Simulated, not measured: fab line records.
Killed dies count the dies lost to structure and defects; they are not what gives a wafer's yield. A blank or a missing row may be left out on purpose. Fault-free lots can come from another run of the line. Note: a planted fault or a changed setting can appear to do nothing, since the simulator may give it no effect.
Which tool is to blame? -- flow gf180mcu -- 7 lots (21 wafers sampled), 1 step of a 602-step route

WHAT EACH GAUGE READ, for each wafer
GF_POLY_GATE_OVL_MEAS_11.
lot,measured,on,POLY_GATE_OVL (nm)
L978,day 9 10:06,overlay-02,2 8 7
L981,day 10 09:26,overlay-02,-8 -1 -11
L984,day 11 08:11,overlay-01,-1 4 -4
L986,day 11 18:35,overlay-02,6 5 7
L988,day 12 13:27,overlay-02,-1 1 1
L995,day 14 13:11,overlay-01,1 9 2
L999,day 15 17:04,overlay-02,3 7 3

EACH LOT AND THE TOOL THAT RAN IT (in order: tool; ch and the chambers of the sampled wafers; start)
The record shows no process step preceding these readings.

THE ANSWER, worked out from the rows above alone
Rule: usual is defined by the lots themselves. Put in order of their means at a reading, lots are off if they are a third of the lots or fewer, leave a main group of 4 or more, and stand apart from it by a gap of 3 or more times the standard deviation of the main group's means; of several such gaps the widest counts. A main group is skipped when, at the precision printed for the reading in the tables above, its means are all equal. A lot without any number at a reading at which 4 lots or more have one is off too. Where the step has rows for the other lots, those lots are counted as sound.
No lot is off on any of the readings shown, so nothing can be concluded from this.

WHAT WAS PUT IN BY THE SIMULATOR
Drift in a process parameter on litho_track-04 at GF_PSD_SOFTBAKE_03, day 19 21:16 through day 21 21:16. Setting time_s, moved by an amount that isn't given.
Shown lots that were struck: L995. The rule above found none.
